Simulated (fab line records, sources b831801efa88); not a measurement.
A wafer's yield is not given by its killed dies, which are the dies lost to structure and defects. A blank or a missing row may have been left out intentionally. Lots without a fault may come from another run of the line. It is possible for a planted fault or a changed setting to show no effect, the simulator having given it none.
fab line records    flow gf180mcu
record lots=11  wafers=32  last-day=34
route steps=602 shown M5@531 V5@545 TOP_METAL@569
lots that met no fault: from a run of the same line without faults
start-h: the number of hours between the record's first day and the start of the first shown wafer of the lot    wait-h: hours from the lot's prior step to this one    " repeats the value in the row above    L1.1+2: a single row standing in for several wafers    - no value, or no start was given    * or withheld: withheld    < > ~ a bound
route shown NAME@n: a module of which the file shows steps, and the number in the route of the first    usual: average and standard deviation across the fault-free wafers    same: alike in all rows    chamber/n: place in a boat    sites: each site's reading    _std_site: the values' standard deviation    _edge_site: mean of outer sites minus mean of inner sites    radius-mm: how far each site lies from the wafer's centre    mask NAME#n: copy n    behind: the most recent tool/chamber to have shaped the wafer    hold: the reason the lot was held/the length of the hold in hours/how it ended    device: the n, p or np transistor that did not switch    end of line: at the end of the route, the tests of the same wafers    a step with no rows: only its recipe    killed: the dies lost at the first sort to structure and to defects; this is not the yield of the wafer    map: a wafer's dies, x killed, . not, _ none there
set.NAME: the setting that was run; set.NAME@STEP: the one run at that earlier step    model.NAME: the simulator's own value behind a step, which no gauge read
route steps across a sampled set of lots; one table per step, one row per wafer
services: when a tool's chamber went out of use (start-h, in hours from the record's first day, below 0 if earlier), for how many hours, and the reason
## steps
# step GF_M5_PEB_05
# recipe peb-temp-c=135  peb-time-s=91.37  resist=KrF
# usual plate-sensor-t-centre-C=136.13/0.01  plate-sensor-t-edge-C=136.29/0.01
lot.wafer  tool            chamber  start-h  wait-h  plate-sensor-t-centre-C  plate-sensor-t-edge-C
L590.1     litho-track-01  0        -        -       136.14                   136.29
L590.2     "               0        "        "       136.12                   136.3
L590.6     "               0        "        "       136.12                   136.3
L593.1     litho-track-04  0        -        -       136.13                   136.3
L593.3     "               0        "        "       136.13                   136.28
L593.4     "               0        "        "       136.12                   136.3
L594.1     litho-track-04  0        -        -       136.12                   136.27
L594.4     "               0        "        "       136.13                   136.27
L594.6     "               0        "        "       136.14                   136.31
L595.3     litho-track-02  0        -        -       136.14                   136.3
L595.4     "               0        "        "       136.12                   136.29
L595.5     "               0        "        "       136.11                   136.3
L600.3     litho-track-01  0        -        -       136.13                   136.29
L600.5     "               0        "        "       136.14                   136.28
L601.1     litho-track-02  0        -        -       136.13                   136.28
L601.2     "               0        "        "       136.14                   136.32
L601.6     "               0        "        "       136.1                    136.31
L602.3     litho-track-04  0        -        -       136.13                   136.3
L602.4     "               0        "        "       136.14                   136.31
L602.5     "               0        "        "       136.13                   136.31
L603.1     litho-track-01  0        -        -       136.13                   136.29
L603.3     "               0        "        "       136.13                   136.31
L603.6     "               0        "        "       136.12                   136.29
L608.2     litho-track-04  0        -        -       136.13                   136.29
L608.4     "               0        "        "       136.13                   136.28
L608.5     "               0        "        "       136.14                   136.3
L609.2     litho-track-01  0        -        -       136.12                   136.29
L609.3     "               0        "        "       136.13                   136.31
L609.6     "               0        "        "       136.13                   136.3
L610.2     litho-track-04  0        -        -       136.12                   136.29
L610.5     "               0        "        "       136.13                   136.29
L610.6     "               0        "        "       136.14                   136.3
# step GF_V5_BOW_MEAS_05
# recipe mode=bow
# usual V5_BOW=138/11
lot.wafer  tool           chamber  start-h  wait-h  V5_BOW[um]
L590.1     film-metro-04  -        635.68   0.2     130
L590.2     "              -        "        "       134
L590.6     "              -        "        "       136
L593.1     film-metro-03  -        659.73   0.2     133
L593.3     "              -        "        "       123
L593.4     "              -        "        "       131
L594.1     film-metro-02  -        662.72   0.2     126
L594.4     "              -        "        "       135
L594.6     "              -        "        "       132
L595.3     film-metro-04  -        673.63   0.3     160
L595.4     "              -        "        "       174
L595.5     "              -        "        "       163
L600.3     film-metro-04  -        708.17   0.3     127
L600.5     "              -        "        "       122
L601.1     film-metro-04  -        711.80   0.2     142
L601.2     "              -        "        "       132
L601.6     "              -        "        "       127
L602.3     film-metro-02  -        721.72   0.1     129
L602.4     "              -        "        "       129
L602.5     "              -        "        "       117
L603.1     film-metro-03  -        725.91   0.2     123
L603.3     "              -        "        "       118
L603.6     "              -        "        "       138
L608.2     film-metro-04  -        754.50   0.3     142
L608.4     "              -        "        "       145
L608.5     "              -        "        "       144
L609.2     film-metro-02  -        761.61   0.2     147
L609.3     "              -        "        "       139
L609.6     "              -        "        "       147
L610.2     film-metro-02  -        762.79   0.1     156
L610.5     "              -        "        "       140
L610.6     "              -        "        "       164
# step GF_V5_ETCH_16
# recipe chemistry=N2/H2  target-depth-a=withheld  overetch-a=withheld  time-s=withheld  target=BARC  ion-energy-ev=200  source-w=500  bias-w=100  pressure-mtorr=30  n2-flow-sccm=100  h2-flow-sccm=200
# usual bias-w=99.99/0.3  drypump-motor-current-A=5.8/0.44  oes-product-au=0.855/0.0049  rf-fwd-power-W=493.9/2.6  throttle-valve-pct=13.224/0.0091
lot.wafer  tool         chamber  start-h  wait-h  bias-w  drypump-motor-current-A  oes-product-au  rf-fwd-power-W  throttle-valve-pct
L590.1     rie-diel-01  2        655.21   0.0     99.77   5.7                      0.847           493.2           13.220
L590.2     "            3        "        "       100.32  5.4                      0.861           492.0           13.229
L590.6     "            2        "        "       100.33  5.7                      0.850           492.1           13.225
L593.1     rie-diel-03  0        678.71   0.0     99.83   5.7                      0.841           493.6           13.219
L593.3     "            2        "        "       100.07  6.6                      0.852           496.0           13.214
L593.4     "            3        "        "       99.72   5.5                      0.867           497.4           13.232
L594.1     rie-diel-02  0        681.65   0.0     99.62   5.5                      0.862           492.2           13.228
L594.4     "            1        "        "       99.96   6.0                      0.849           497.4           13.215
L594.6     "            0        "        "       99.94   5.5                      0.861           494.6           13.229
L595.3     rie-diel-02  2        692.63   0.0     99.91   6.1                      0.852           491.7           13.226
L595.4     "            0        "        "       99.62   5.5                      0.847           494.4           13.232
L595.5     "            3        "        "       99.95   6.2                      0.851           494.2           13.242
L600.3     rie-diel-03  3        722.68   0.0     100.09  5.5                      0.857           497.9           13.208
L600.5     "            3        "        "       100.08  5.5                      0.853           494.1           13.232
L601.1     rie-diel-02  2        729.44   0.0     99.45   6.1                      0.854           489.3           13.221
L601.2     "            3        "        "       99.80   6.2                      0.852           495.3           13.215
L601.6     "            3        "        "       99.59   6.2                      0.858           496.0           13.215
L602.3     rie-diel-01  1        737.03   0.0     100.29  5.9                      0.854           498.2           13.228
L602.4     "            2        "        "       100.08  5.7                      0.852           487.7           13.212
L602.5     "            2        "        "       99.75   5.7                      0.844           489.2           13.214
L603.1     rie-diel-01  1        743.54   0.0     99.83   5.9                      0.849           496.4           13.220
L603.3     "            2        "        "       100.06  5.7                      0.858           487.8           13.218
L603.6     "            3        "        "       99.86   5.4                      0.864           491.4           13.222
L608.2     rie-diel-03  3        770.94   0.0     99.99   5.5                      0.853           497.5           13.213
L608.4     "            3        "        "       99.43   5.5                      0.861           497.9           13.225
L608.5     "            2        "        "       100.22  6.6                      0.856           498.1           13.215
L609.2     rie-diel-02  1        777.69   0.0     100.59  6.0                      0.864           496.5           13.241
L609.3     "            2        "        "       99.56   6.1                      0.843           489.8           13.232
L609.6     "            2        "        "       99.85   6.1                      0.857           489.0           13.208
L610.2     rie-diel-02  1        778.73   0.0     99.89   6.0                      0.855           494.7           13.220
L610.5     "            0        "        "       100.09  5.5                      0.853           493.2           13.225
L610.6     "            3        "        "       100.37  6.2                      0.857           494.1           13.209
# step GF_TOP_METAL_SPUTTER_02
# recipe material=AlCu  target-thk-nm=900  power-w=10600  chamber-pressure-pa=0.3  substrate-temp-c=250  gas=Ar  time-s=47.82
# usual chamber-pressure-pa=0.3001/0.00059  throttle-valve-pct=30.1/1.1
lot.wafer  tool            chamber  start-h  wait-h  chamber-pressure-pa  throttle-valve-pct
L590.1     pvd-sputter-04  -        656.80   0.0     0.3008               30.9
L590.2     "               -        "        "       0.3002               29.3
L590.6     "               -        "        "       0.3002               30.7
L593.1     pvd-sputter-03  -        680.22   0.0     0.3002               28.2
L593.3     "               -        "        "       0.2992               31.6
L593.4     "               -        "        "       0.3000               31.1
L594.1     pvd-sputter-04  -        683.17   0.0     0.3009               30.3
L594.4     "               -        "        "       0.3000               30.9
L594.6     "               -        "        "       0.3007               30.4
L595.3     pvd-sputter-03  -        694.29   0.0     0.3006               31.0
L595.4     "               -        "        "       0.2990               29.2
L595.5     "               -        "        "       0.3006               28.7
L600.3     pvd-sputter-04  -        724.23   0.0     0.3012               30.3
L600.5     "               -        "        "       0.3005               30.8
L601.1     pvd-sputter-03  -        730.95   0.0     0.2998               28.5
L601.2     "               -        "        "       0.3000               29.0
L601.6     "               -        "        "       0.3005               31.9
L602.3     pvd-sputter-04  -        738.54   0.0     0.3007               30.2
L602.4     "               -        "        "       0.3007               29.5
L602.5     "               -        "        "       0.2991               30.3
L603.1     pvd-sputter-03  -        745.22   0.0     0.2995               31.6
L603.3     "               -        "        "       0.3000               28.2
L603.6     "               -        "        "       0.3010               31.3
L608.2     pvd-sputter-03  -        772.45   0.0     0.2998               28.3
L608.4     "               -        "        "       0.3009               29.3
L608.5     "               -        "        "       0.3003               31.7
L609.2     pvd-sputter-02  -        779.40   0.0     0.2994               30.6
L609.3     "               -        "        "       0.2997               29.3
L609.6     "               -        "        "       0.3007               30.5
L610.2     pvd-sputter-03  -        780.24   0.0     0.3009               29.3
L610.5     "               -        "        "       0.3011               28.4
L610.6     "               -        "        "       0.3004               29.2
# step GF_TOP_METAL_RS_MEAS_05
# recipe thk-meas-gauge=four-point-probe  reads=TiN_of_TOP_METAL_SPUTTER_04+Ti_of_TOP_METAL_SPUTTER_03+AlCu_of_TOP_METAL_SPUTTER_02+TiN_of_TOP_METAL_SPUTTER_01+Ti_of_TOP_METAL_SPUTTER_00
# usual TOP_METAL_ALCU_RS=0.0329/0.00031
lot.wafer  tool           chamber  start-h  wait-h  hold                      TOP_METAL_ALCU_RS[ohm/sq]
L590.1     film-metro-03  -        656.89   0.0     -                         0.0333
L590.2     "              -        "        "       -                         0.0330
L590.6     "              -        "        "       -                         0.0334
L593.1     film-metro-03  -        680.31   0.0     -                         0.0326
L593.3     "              -        "        "       -                         0.0327
L593.4     "              -        "        "       -                         0.0325
L594.1     film-metro-01  -        683.26   0.0     -                         0.0325
L594.4     "              -        "        "       -                         0.0327
L594.6     "              -        "        "       -                         0.0325
L595.3     film-metro-01  -        694.42   0.1     -                         0.0328
L595.4     "              -        "        "       -                         0.0331
L595.5     "              -        "        "       -                         0.0329
L600.3     film-metro-03  -        724.36   0.1     -                         0.0317
L600.5     "              -        "        "       -                         0.0325
L601.1     film-metro-04  -        731.04   0.0     -                         0.0330
L601.2     "              -        "        "       -                         0.0332
L601.6     "              -        "        "       -                         0.0336
L602.3     film-metro-01  -        738.67   0.1     await-dispo/0.2h/release  0.0314
L602.4     "              -        "        "       await-dispo/0.2h/release  0.0326
L602.5     "              -        "        "       await-dispo/0.2h/release  0.0324
L602.3     film-metro-01  -        738.96   0.3     -                         0.0314
L602.4     "              -        "        "       -                         0.0325
L602.5     "              -        "        "       -                         0.0325
L603.1     film-metro-03  -        745.31   0.0     -                         0.0329
L603.3     "              -        "        "       -                         0.0327
L603.6     "              -        "        "       -                         0.0325
L608.2     film-metro-04  -        772.56   0.0     -                         0.0327
L608.4     "              -        "        "       -                         0.0326
L608.5     "              -        "        "       -                         0.0328
L609.2     film-metro-03  -        779.51   0.0     -                         0.0327
L609.3     "              -        "        "       -                         0.0330
L609.6     "              -        "        "       -                         0.0326
L610.2     film-metro-04  -        780.35   0.0     -                         0.0328
L610.5     "              -        "        "       -                         0.0330
L610.6     "              -        "        "       -                         0.0328
# step GF_TOP_METAL_THK_MEAS_06
# recipe thk-meas-gauge=xrf  reads=AlCu_of_TOP_METAL_SPUTTER_02
# usual TOP_METAL_ALCU_THK=899/9
lot.wafer  tool           chamber  start-h  wait-h  hold                      TOP_METAL_ALCU_THK[nm]
L590.1     film-metro-03  -        657.01   0.1     -                         887
L590.2     "              -        "        "       -                         896
L590.6     "              -        "        "       -                         879
L593.1     film-metro-03  -        680.43   0.1     -                         898
L593.3     "              -        "        "       -                         908
L593.4     "              -        "        "       -                         912
L594.1     film-metro-01  -        683.38   0.1     -                         915
L594.4     "              -        "        "       -                         908
L594.6     "              -        "        "       -                         917
L595.3     film-metro-01  -        694.52   0.1     -                         907
L595.4     "              -        "        "       -                         899
L595.5     "              -        "        "       -                         910
L600.3     film-metro-03  -        724.46   0.1     -                         926
L600.5     "              -        "        "       -                         902
L601.1     film-metro-04  -        731.16   0.1     -                         896
L601.2     "              -        "        "       -                         894
L601.6     "              -        "        "       -                         888
L602.3     film-metro-01  -        741.53   2.6     await-dispo/0.2h/release  944
L602.4     "              -        "        "       await-dispo/0.2h/release  911
L602.5     "              -        "        "       await-dispo/0.2h/release  918
L602.3     film-metro-01  -        741.84   0.3     -                         951
L602.4     "              -        "        "       -                         915
L602.5     "              -        "        "       -                         915
L603.1     film-metro-03  -        745.43   0.1     -                         897
L603.3     "              -        "        "       -                         897
L603.6     "              -        "        "       -                         902
L608.2     film-metro-04  -        772.67   0.1     -                         899
L608.4     "              -        "        "       -                         909
L608.5     "              -        "        "       -                         908
L609.2     film-metro-03  -        779.62   0.1     -                         895
L609.3     "              -        "        "       -                         891
L609.6     "              -        "        "       -                         907
L610.2     film-metro-04  -        780.46   0.1     -                         902
L610.5     "              -        "        "       -                         899
L610.6     "              -        "        "       -                         903
## services
tool            chamber  start-h  hours  kind
pvd-sputter-04  3        616.23   -      consumable-replace:kit
pvd-sputter-04  3        616.23   18.0   scheduled-down
pvd-sputter-04  3        616.23   18.0   vent-cycle
rie-diel-03     3        625.75   4.9    repair
pvd-sputter-02  -        626.63   2.1    repair
rie-diel-01     1        635.63   -      clean
rie-diel-01     1        635.63   30.2   scheduled-down
rie-diel-01     1        635.63   30.2   vent-cycle
pvd-sputter-03  3        641.60   -      consumable-replace:kit
pvd-sputter-03  3        641.60   18.0   scheduled-down
pvd-sputter-03  3        641.60   18.0   vent-cycle
rie-diel-03     0        642.79   2.7    repair
rie-diel-01     0        652.30   6.0    repair
pvd-sputter-02  -        664.55   3.9    repair
rie-diel-02     2        668.61   6.6    repair
rie-diel-03     -        677.18   1.0    repair
rie-diel-01     0        677.31   4.9    repair
rie-diel-03     1        688.34   1.3    repair
rie-diel-03     2        701.43   1.4    repair
rie-diel-02     0        713.86   16.8   repair
pvd-sputter-02  -        722.40   2.6    repair
pvd-sputter-04  2        724.32   -      consumable-replace:kit
rie-diel-02     3        731.19   4.9    repair
rie-diel-03     1        752.86   -      clean
## key
first-sign step=GF_TOP_METAL_RS_MEAS_05  reading=visit  direction=added
effect step=GF_TOP_METAL_RS_MEAS_05  reading=TOP_METAL_ALCU_RS  direction=down  sigmas=4.2  usual=0.0329  struck=0.0316
effect step=GF_TOP_METAL_THK_MEAS_06  reading=visit  direction=added
met-at GF_TOP_METAL_SPUTTER_02
struck-lots L600,L602
struck-wafers L600.3,L602.3
loop-trim step=GF_M5_EXPOSE_04  setting=dose  lots=L600,L602
not-acting-at GF_M5_PEB_05,GF_V5_BOW_MEAS_05,GF_V5_ETCH_16
onset-between 683.17 724.23
fault kind=process-parameter-drift  tool=pvd-sputter-04  chamber=-  onset-h=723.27  steps=GF_TOP_METAL_SPUTTER_02  channel=target-thk-nm  offset=27.821  shape=step  end-h=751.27  scope=struck-wafers-only  acts-in=these-recipes-only  stated=900
# loop-trim: a control loop set the setting to another value than it would have without faults
